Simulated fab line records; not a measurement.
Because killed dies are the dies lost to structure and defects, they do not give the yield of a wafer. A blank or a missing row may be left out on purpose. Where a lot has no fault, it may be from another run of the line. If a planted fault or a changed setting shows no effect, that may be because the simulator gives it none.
Which tool did it? | flow gf180mcu | 14 lots, 42 wafers sampled, at 4 steps of a route of 602

WHAT THE GAUGES READ, wafer by wafer
GF_CONTACT_THK_MEAS_03.
lot  | measured     | on            | CONTACT_CVD_02_THK (nm)
L483 | day 16 07:03 | film_metro-01 | 854 871 869
L485 | day 17 00:47 | film_metro-04 | 845 842 863
L486 | day 17 05:28 | film_metro-02 | 847 871 863
L488 | day 17 21:59 | film_metro-02 | 849 852 851
L489 | day 18 12:43 | film_metro-02 | 867 872 882
L490 | day 18 19:32 | film_metro-04 | 849 850 869
L492 | day 19 14:47 | film_metro-01 | 846 852 851
L493 | day 19 20:45 | film_metro-04 | 838 872 865
L500 | day 22 10:07 | film_metro-01 | 867 858 869
L501 | day 22 17:07 | film_metro-02 | 828 869 846
L502 | day 22 21:57 | film_metro-04 | 858 876 868
L503 | day 23 13:26 | film_metro-02 | 851 859 877

TOOL THAT RAN EACH LOT (tool first, then ch and the chambers of the sampled wafers, then the start)
lot  | GF_SALICIDE_WET_ETCH_01         | GF_SALICIDE_SPUTTER_02       | GF_SALICIDE_RTA_06
L483 | wet_bench-04 ch 2, day 16 06:11 | pvd_sputter-03, day 16 06:14 | rtp_anneal-01 ch 0, day 16 06:32
L485 | wet_bench-04 ch 1, day 17 00:02 | pvd_sputter-02, day 17 00:05 | rtp_anneal-01 ch 0, day 17 00:19
L486 | wet_bench-01 ch 3, day 17 04:42 | pvd_sputter-01, day 17 04:44 | rtp_anneal-02 ch 0, day 17 05:00
L488 | wet_bench-04 ch 1, day 17 21:14 | pvd_sputter-02, day 17 21:17 | rtp_anneal-02 ch 0, day 17 21:31
L489 | wet_bench-04 ch 2, day 18 11:54 | pvd_sputter-01, day 18 11:56 | rtp_anneal-01 ch 0, day 18 12:13
L490 | wet_bench-03 ch 0, day 18 18:48 | pvd_sputter-03, day 18 18:50 | rtp_anneal-02 ch 0, day 18 19:04
L492 | wet_bench-04 ch 1, day 19 14:02 | pvd_sputter-01, day 19 14:05 | rtp_anneal-02 ch 0, day 19 14:20
L493 | wet_bench-01 ch 1, day 19 19:59 | pvd_sputter-01, day 19 20:02 | rtp_anneal-02 ch 0, day 19 20:17
L496 | wet_bench-01 ch 0, day 20 19:50 | pvd_sputter-03, day 20 19:53 | rtp_anneal-02 ch 0, day 20 20:09
L497 | wet_bench-03 ch 0, day 21 05:45 | pvd_sputter-01, day 21 05:47 | rtp_anneal-01 ch 0, day 21 06:02
L500 | wet_bench-01 ch 0, day 22 09:14 | pvd_sputter-03, day 22 09:17 | rtp_anneal-01 ch 0, day 22 09:31
L501 | wet_bench-01 ch 2, day 22 16:20 | pvd_sputter-03, day 22 16:23 | rtp_anneal-01 ch 0, day 22 16:37
L502 | wet_bench-03 ch 0, day 22 21:11 | pvd_sputter-02, day 22 21:14 | rtp_anneal-02 ch 0, day 22 21:30
L503 | wet_bench-03 ch 3, day 23 12:41 | pvd_sputter-03, day 23 12:44 | rtp_anneal-02 ch 0, day 23 12:58
- GF_SALICIDE_WET_ETCH_01: etches SiO2 in dHF, target depth 5 nm, time 100 s.
- GF_SALICIDE_SPUTTER_02: material Co, target thk 10 nm, time 20 s.
- GF_SALICIDE_RTA_06: time 30 s.

AS READ BY THE TOOLS THEMSELVES (means over the sampled wafers that have a number; for cases with no such wafer, the mark the record gives instead)
GF_SALICIDE_WET_ETCH_01.
lot  | tool         | bath_heat_duty_pct (%) | run_length_s (s) | temp_c (C)
L483 | wet_bench-04 | 6.1                    | 126              | 25.01
L485 | wet_bench-04 | 6.3                    | 132              | 25.19
L486 | wet_bench-01 | 5.5                    | 135              | 25.01
L488 | wet_bench-04 | 6.4                    | 124              | 25.18
L489 | wet_bench-04 | 5.9                    | 135              | 25.09
L490 | wet_bench-03 | 5.3                    | 126              | 25.06
L492 | wet_bench-04 | 6.5                    | 123              | 25.00
L493 | wet_bench-01 | 6.2                    | 125              | 24.85
L496 | wet_bench-01 | -                      | -                | -
L497 | wet_bench-03 | -                      | -                | -
L500 | wet_bench-01 | 6.4                    | 127              | 24.84
L501 | wet_bench-01 | 7.4                    | 124              | 24.90
L502 | wet_bench-03 | 5.5                    | 134              | 24.96
L503 | wet_bench-03 | 5.3                    | 134              | 24.94

GF_SALICIDE_SPUTTER_02.
lot  | tool           | throttle_valve_pct (%)
L483 | pvd_sputter-03 | 30.0
L485 | pvd_sputter-02 | 30.3
L486 | pvd_sputter-01 | 30.5
L488 | pvd_sputter-02 | 30.4
L489 | pvd_sputter-01 | 30.0
L490 | pvd_sputter-03 | 29.6
L492 | pvd_sputter-01 | 30.3
L493 | pvd_sputter-01 | 30.6
L496 | pvd_sputter-03 | 29.5
L497 | pvd_sputter-01 | 30.9
L500 | pvd_sputter-03 | 29.9
L501 | pvd_sputter-03 | 30.2
L502 | pvd_sputter-02 | 29.4
L503 | pvd_sputter-03 | 29.7

GF_SALICIDE_RTA_06.
lot  | tool          | lamp_power_pct (%) | wafer_temp_C_max
L483 | rtp_anneal-01 | 6.8                | 533.7
L485 | rtp_anneal-01 | 6.8                | 535.1
L486 | rtp_anneal-02 | 5.5                | 532.8
L488 | rtp_anneal-02 | 5.5                | 532.9
L489 | rtp_anneal-01 | 6.8                | 533.7
L490 | rtp_anneal-02 | 5.5                | 533.0
L492 | rtp_anneal-02 | 5.5                | 532.4
L493 | rtp_anneal-02 | 5.5                | 532.8
L496 | rtp_anneal-02 | 5.5                | 532.6
L497 | rtp_anneal-01 | 6.8                | 534.3
L500 | rtp_anneal-01 | 6.8                | 533.9
L501 | rtp_anneal-01 | 6.8                | 533.6
L502 | rtp_anneal-02 | 5.5                | 533.3
L503 | rtp_anneal-02 | 5.5                | 532.5

THE ANSWER, worked out from the rows above alone
Rule: what is usual is taken from the lots themselves. Put in order of their means at a reading, lots are off if they are a third of the lots or fewer, leave a main group of 4 or more, and stand apart from it by a gap of 3 or more times the standard deviation of the main group's means; of several such gaps the widest counts. If all means in a main group match to the digits the tables above print for the reading, that group is not used. Also off: a lot with no number at a reading for which 4 or more lots have one. The other lots that the step has rows for count as sound. After the gauges, taken in route order, come the tools' own readings; for these a lot's mean is taken, as printed above. At the first step where some lot is off, the reading lying furthest off is the one used; lots without a number count as furthest.
Off, at GF_SALICIDE_WET_ETCH_01 on bath_heat_duty_pct: L496, L497. Without a number there: L496, L497. The main group: mean 6.1 %, standard deviation 0.58.
If a tool, at that step or one of the process steps before it, ran each lot that is off and ran no sound lot following the first of them, it fits. None of those tried fits.

WHAT THE SIMULATOR PUT IN
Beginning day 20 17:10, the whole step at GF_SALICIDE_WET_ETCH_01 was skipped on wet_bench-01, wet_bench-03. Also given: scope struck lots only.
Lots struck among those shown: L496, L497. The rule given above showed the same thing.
